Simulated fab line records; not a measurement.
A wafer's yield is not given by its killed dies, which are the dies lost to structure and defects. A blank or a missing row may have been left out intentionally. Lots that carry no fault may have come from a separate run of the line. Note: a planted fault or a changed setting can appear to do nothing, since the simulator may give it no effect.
What tool caused it? / flow gf180mcu / 24 lots with 72 wafers sampled at 5 steps, on a route of 602 steps

## WHAT THE GAUGES SHOWED, per wafer
GF_V1_CD_MEAS_14: target cd 260 nm.
lot=L074; measured=day 18 15:05; on=cdSem-01; cdNm (nm)=259.7 260.6 260.9
lot=L075; measured=day 18 18:51; on=cdSem-02; cdNm (nm)=261.2 262.2 261.8
lot=L076; measured=day 19 07:12; on=cdSem-02; cdNm (nm)=262.7 261.5 261.9
lot=L077; measured=day 19 19:05; on=cdSem-02; cdNm (nm)=262.9 260.4 261.0
lot=L078; measured=day 19 20:28; on=cdSem-01; cdNm (nm)=260.1 258.4 259.9
lot=L079; measured=day 20 01:04; on=cdSem-01; cdNm (nm)=259.0 259.0 258.0
lot=L080; measured=day 20 14:29; on=cdSem-02; cdNm (nm)=259.9 259.8 259.9
lot=L081; measured=day 21 04:20; on=cdSem-01; cdNm (nm)=258.9 258.7 259.9
lot=L082; measured=day 21 06:22; on=cdSem-02; cdNm (nm)=259.3 259.7 259.2
lot=L083; measured=day 21 15:00; on=cdSem-01; cdNm (nm)=258.8 260.1 260.2
lot=L084; measured=day 21 17:43; on=cdSem-01; cdNm (nm)=259.2 259.6 259.4
lot=L085; measured=day 22 09:53; on=cdSem-02; cdNm (nm)=260.7 260.5 260.8
lot=L086; measured=day 22 19:01; on=cdSem-02; cdNm (nm)=258.4 260.2 260.0
lot=L088; measured=day 23 03:20; on=cdSem-02; cdNm (nm)=257.1 257.5 257.0
lot=L087; measured=day 23 05:26; on=cdSem-01; cdNm (nm)=260.9 261.3 260.7
lot=L089; measured=day 23 16:32; on=cdSem-02; cdNm (nm)=258.7 257.4 257.6
lot=L090; measured=day 24 01:05; on=cdSem-01; cdNm (nm)=259.9 259.9 259.4
lot=L091; measured=day 24 09:53; on=cdSem-01; cdNm (nm)=259.6 259.9 259.0
lot=L092; measured=day 24 14:23; on=cdSem-01; cdNm (nm)=258.4 259.3 259.5
lot=L093; measured=day 25 02:01; on=cdSem-01; cdNm (nm)=258.1 259.3 259.6
lot=L094; measured=day 25 09:57; on=cdSem-01; cdNm (nm)=260.5 259.9 260.8
lot=L095; measured=day 25 11:04; on=cdSem-02; cdNm (nm)=260.1 261.2 261.7
lot=L096; measured=day 25 17:07; on=cdSem-02; cdNm (nm)=260.7 259.8 258.2
lot=L097; measured=day 26 01:56; on=cdSem-02; cdNm (nm)=260.6 259.3 260.8

GF_M2_OVL_MEAS_15.
lot=L074; measured=day 19 17:42; on=overlay-01; M2_OVL (nm)=5 3 1
lot=L075; measured=day 19 21:05; on=overlay-01; M2_OVL (nm)=4 8 7
lot=L076; measured=day 20 09:44; on=overlay-02; M2_OVL (nm)=-6 7 3
lot=L077; measured=day 20 21:12; on=overlay-01; M2_OVL (nm)=2 0 -2
lot=L078; measured=day 20 22:36; on=overlay-02; M2_OVL (nm)=5 -1 4
lot=L079; measured=day 21 03:10; on=overlay-02; M2_OVL (nm)=5 4 4
lot=L080; measured=day 21 15:28; on=overlay-01; M2_OVL (nm)=-2 0 -1
lot=L081; measured=day 22 05:58; on=overlay-01; M2_OVL (nm)=1 2 2
lot=L082; measured=day 22 07:15; on=overlay-01; M2_OVL (nm)=2 0 2
lot=L083; measured=day 22 15:44; on=overlay-02; M2_OVL (nm)=0 -1 -1
lot=L084; measured=day 22 18:13; on=overlay-02; M2_OVL (nm)=13 13 4
lot=L085; measured=day 23 09:54; on=overlay-02; M2_OVL (nm)=4 -5 4
lot=L086; measured=day 23 19:30; on=overlay-02; M2_OVL (nm)=13 1 10
lot=L088; measured=day 24 03:05; on=overlay-02; M2_OVL (nm)=1 0 2
lot=L087; measured=day 24 06:11; on=overlay-02; M2_OVL (nm)=8 5 2
lot=L089; measured=day 24 16:38; on=overlay-01; M2_OVL (nm)=-11 4 6
lot=L090; measured=day 25 00:50; on=overlay-02; M2_OVL (nm)=0 -3 2
lot=L091; measured=day 25 08:56; on=overlay-01; M2_OVL (nm)=12 8 5
lot=L092; measured=day 25 13:54; on=overlay-01; M2_OVL (nm)=5 -1 -5
lot=L093; measured=day 26 00:43; on=overlay-01; M2_OVL (nm)=-8 -3 -4
lot=L094; measured=day 26 08:16; on=overlay-02; M2_OVL (nm)=6 6 9
lot=L095; measured=day 26 09:11; on=overlay-02; M2_OVL (nm)=1 -5 -2
lot=L096; measured=day 26 15:58; on=overlay-02; M2_OVL (nm)=-5 0 2
lot=L097; measured=day 27 00:34; on=overlay-02; M2_OVL (nm)=-3 3 2

GF_V2_THK_MEAS_25: measures by xrf.
lot=L074; measured=day 20 20:48; on=filmMetro-03; V2_W_THK (nm)=360 359 367
lot=L075; measured=day 20 23:37; on=filmMetro-02; V2_W_THK (nm)=357 363 351
lot=L076; measured=day 21 12:32; on=filmMetro-03; V2_W_THK (nm)=349 350 354
lot=L077; measured=day 21 23:48; on=filmMetro-02; V2_W_THK (nm)=365 357 352
lot=L078; measured=day 22 00:59; on=filmMetro-02; V2_W_THK (nm)=353 358 353
lot=L079; measured=day 22 04:38; on=filmMetro-02; V2_W_THK (nm)=355 361 351
lot=L080; measured=day 22 17:10; on=filmMetro-03; V2_W_THK (nm)=363 360 374
lot=L081; measured=day 23 07:21; on=filmMetro-03; V2_W_THK (nm)=365 365 363
lot=L082; measured=day 23 08:44; on=filmMetro-01; V2_W_THK (nm)=358 361 357
lot=L083; measured=day 23 16:04; on=filmMetro-03; V2_W_THK (nm)=358 363 359
lot=L084; measured=day 23 19:13; on=filmMetro-03; V2_W_THK (nm)=362 350 360
lot=L085; measured=day 24 10:20; on=filmMetro-03; V2_W_THK (nm)=366 358 363
lot=L086; measured=day 24 20:07; on=filmMetro-02; V2_W_THK (nm)=347 351 348
lot=L088; measured=day 25 03:22; on=filmMetro-03; V2_W_THK (nm)=361 361 360
lot=L087; measured=day 25 06:07; on=filmMetro-02; V2_W_THK (nm)=368 368 357
lot=L089; measured=day 25 16:24; on=filmMetro-02; V2_W_THK (nm)=351 353 355
lot=L090; measured=day 26 00:29; on=filmMetro-03; V2_W_THK (nm)=363 359 373
lot=L091; measured=day 26 08:11; on=filmMetro-03; V2_W_THK (nm)=356 357 360
lot=L092; measured=day 26 12:32; on=filmMetro-03; V2_W_THK (nm)=354 354 352
lot=L093; measured=day 26 23:29; on=filmMetro-02; V2_W_THK (nm)=360 357 353
lot=L094; measured=day 27 07:29; on=filmMetro-03; V2_W_THK (nm)=363 358 359
lot=L095; measured=day 27 08:43; on=filmMetro-01; V2_W_THK (nm)=354 366 368
lot=L096; measured=day 27 15:05; on=filmMetro-03; V2_W_THK (nm)=354 367 358
lot=L097; measured=day 27 22:53; on=filmMetro-01; V2_W_THK (nm)=367 365 353

GF_M3_CD_MEAS_14: target cd 280 nm.
lot=L074; measured=day 21 21:26; on=cdSem-02; cdNm (nm)=281.5 280.7 281.8
lot=L075; measured=day 21 23:47; on=cdSem-01; cdNm (nm)=281.5 281.7 280.9
lot=L076; measured=day 22 12:40; on=cdSem-02; cdNm (nm)=278.0 278.6 279.2
lot=L077; measured=day 22 23:28; on=cdSem-02; cdNm (nm)=281.5 282.6 283.1
lot=L078; measured=day 23 00:42; on=cdSem-01; cdNm (nm)=280.9 281.1 281.0
lot=L079; measured=day 23 04:07; on=cdSem-02; cdNm (nm)=279.1 278.4 279.2
lot=L080; measured=day 23 16:13; on=cdSem-01; cdNm (nm)=279.0 280.2 279.3
lot=L081; measured=day 24 06:13; on=cdSem-01; cdNm (nm)=280.3 280.4 278.9
lot=L082; measured=day 24 07:12; on=cdSem-02; cdNm (nm)=279.6 279.4 280.3
lot=L083; measured=day 24 14:41; on=cdSem-01; cdNm (nm)=279.2 278.9 278.0
lot=L084; measured=day 24 16:55; on=cdSem-01; cdNm (nm)=279.5 278.8 277.9
lot=L085; measured=day 25 08:28; on=cdSem-01; cdNm (nm)=279.4 281.2 279.8
lot=L086; measured=day 25 17:28; on=cdSem-01; cdNm (nm)=279.9 280.6 281.8
lot=L088; measured=day 26 00:52; on=cdSem-02; cdNm (nm)=281.1 281.3 280.5
lot=L087; measured=day 26 02:37; on=cdSem-01; cdNm (nm)=280.0 280.6 279.2
lot=L089; measured=day 26 13:22; on=cdSem-01; cdNm (nm)=279.8 280.3 279.5
lot=L090; measured=day 26 21:24; on=cdSem-01; cdNm (nm)=279.9 278.8 279.8
lot=L091; measured=day 27 05:19; on=cdSem-01; cdNm (nm)=279.0 279.7 278.6
lot=L092; measured=day 27 09:39; on=cdSem-02; cdNm (nm)=279.4 278.9 280.0
lot=L093; measured=day 27 20:13; on=cdSem-02; cdNm (nm)=278.1 277.5 277.7
lot=L094; measured=day 28 04:10; on=cdSem-01; cdNm (nm)=279.8 279.5 280.4
lot=L095; measured=day 28 05:07; on=cdSem-01; cdNm (nm)=278.5 279.8 279.9
lot=L096; measured=day 28 10:46; on=cdSem-02; cdNm (nm)=277.8 278.3 277.7
lot=L097; measured=day 28 19:05; on=cdSem-02; cdNm (nm)=278.9 279.5 279.9

## TOOL THAT RAN EACH LOT (tool first, then ch and the chambers of the sampled wafers, then the start)
lot=L074; GF_M3_SPUTTER_02=pvdSputter-02, day 20 21:17
lot=L075; GF_M3_SPUTTER_02=pvdSputter-04, day 21 00:06
lot=L076; GF_M3_SPUTTER_02=pvdSputter-04, day 21 13:01
lot=L077; GF_M3_SPUTTER_02=pvdSputter-04, day 22 00:17
lot=L078; GF_M3_SPUTTER_02=pvdSputter-03, day 22 01:28
lot=L079; GF_M3_SPUTTER_02=pvdSputter-02, day 22 05:07
lot=L080; GF_M3_SPUTTER_02=pvdSputter-02, day 22 17:37
lot=L081; GF_M3_SPUTTER_02=pvdSputter-02, day 23 08:01
lot=L082; GF_M3_SPUTTER_02=pvdSputter-02, day 23 09:23
lot=L083; GF_M3_SPUTTER_02=pvdSputter-02, day 23 16:33
lot=L084; GF_M3_SPUTTER_02=pvdSputter-02, day 23 19:43
lot=L085; GF_M3_SPUTTER_02=pvdSputter-04, day 24 10:49
lot=L086; GF_M3_SPUTTER_02=pvdSputter-03, day 24 20:36
lot=L088; GF_M3_SPUTTER_02=pvdSputter-03, day 25 03:51
lot=L087; GF_M3_SPUTTER_02=pvdSputter-04, day 25 06:36
lot=L089; GF_M3_SPUTTER_02=pvdSputter-02, day 25 16:53
lot=L090; GF_M3_SPUTTER_02=pvdSputter-03, day 26 00:59
lot=L091; GF_M3_SPUTTER_02=pvdSputter-02, day 26 08:39
lot=L092; GF_M3_SPUTTER_02=pvdSputter-04, day 26 13:01
lot=L093; GF_M3_SPUTTER_02=pvdSputter-02, day 26 23:59
lot=L094; GF_M3_SPUTTER_02=pvdSputter-04, day 27 07:57
lot=L095; GF_M3_SPUTTER_02=pvdSputter-02, day 27 09:12
lot=L096; GF_M3_SPUTTER_02=pvdSputter-03, day 27 15:34
lot=L097; GF_M3_SPUTTER_02=pvdSputter-02, day 27 23:22
- GF_M3_SPUTTER_02: material AlCu, target thk 450 nm, time 23.9 s.

## WHAT THE TOOLS THEMSELVES READ (means of the sampled wafers that have a number; where no wafer has one, the mark that the record gives instead)
GF_M3_SPUTTER_02.
lot=L074; tool=pvdSputter-02; throttleValvePct (%)=31.2
lot=L075; tool=pvdSputter-04; throttleValvePct (%)=29.9
lot=L076; tool=pvdSputter-04; throttleValvePct (%)=29.0
lot=L077; tool=pvdSputter-04; throttleValvePct (%)=30.0
lot=L078; tool=pvdSputter-03; throttleValvePct (%)=30.0
lot=L079; tool=pvdSputter-02; throttleValvePct (%)=31.4
lot=L080; tool=pvdSputter-02; throttleValvePct (%)=30.2
lot=L081; tool=pvdSputter-02; throttleValvePct (%)=31.1
lot=L082; tool=pvdSputter-02; throttleValvePct (%)=31.0
lot=L083; tool=pvdSputter-02; throttleValvePct (%)=30.9
lot=L084; tool=pvdSputter-02; throttleValvePct (%)=31.0
lot=L085; tool=pvdSputter-04; throttleValvePct (%)=29.8
lot=L086; tool=pvdSputter-03; throttleValvePct (%)=29.7
lot=L088; tool=pvdSputter-03; throttleValvePct (%)=30.0
lot=L087; tool=pvdSputter-04; throttleValvePct (%)=29.8
lot=L089; tool=pvdSputter-02; throttleValvePct (%)=30.4
lot=L090; tool=pvdSputter-03; throttleValvePct (%)=30.1
lot=L091; tool=pvdSputter-02; throttleValvePct (%)=30.7
lot=L092; tool=pvdSputter-04; throttleValvePct (%)=29.0
lot=L093; tool=pvdSputter-02; throttleValvePct (%)=30.4
lot=L094; tool=pvdSputter-04; throttleValvePct (%)=30.6
lot=L095; tool=pvdSputter-02; throttleValvePct (%)=30.9
lot=L096; tool=pvdSputter-03; throttleValvePct (%)=29.1
lot=L097; tool=pvdSputter-02; throttleValvePct (%)=30.8

## THE ANSWER, worked out from the rows above alone
Rule: the usual values come from the lots themselves. The widest of any qualifying gaps counts: lots, ordered by their means at a reading, are off when they make up no more than a third of the lots, leave a main group of 4 or more, and stand apart from it by 3 or more times the standard deviation of that group's means. The tables above print the reading to a certain number of digits; a main group whose means all agree to those digits is not used. A lot without any number at a reading at which 4 lots or more have one is off too. Any other lot the step has rows for is counted as sound. First the gauges in route order, then the tools' own readings, where a lot's mean is used as printed above. The first step at which some lot is off is used, and at that step the reading that is off furthest; a lot without a number counts as furthest.
Across all readings shown, no lot is off: no conclusion can be drawn from this.

## WHAT THE SIMULATOR HAD PUT IN
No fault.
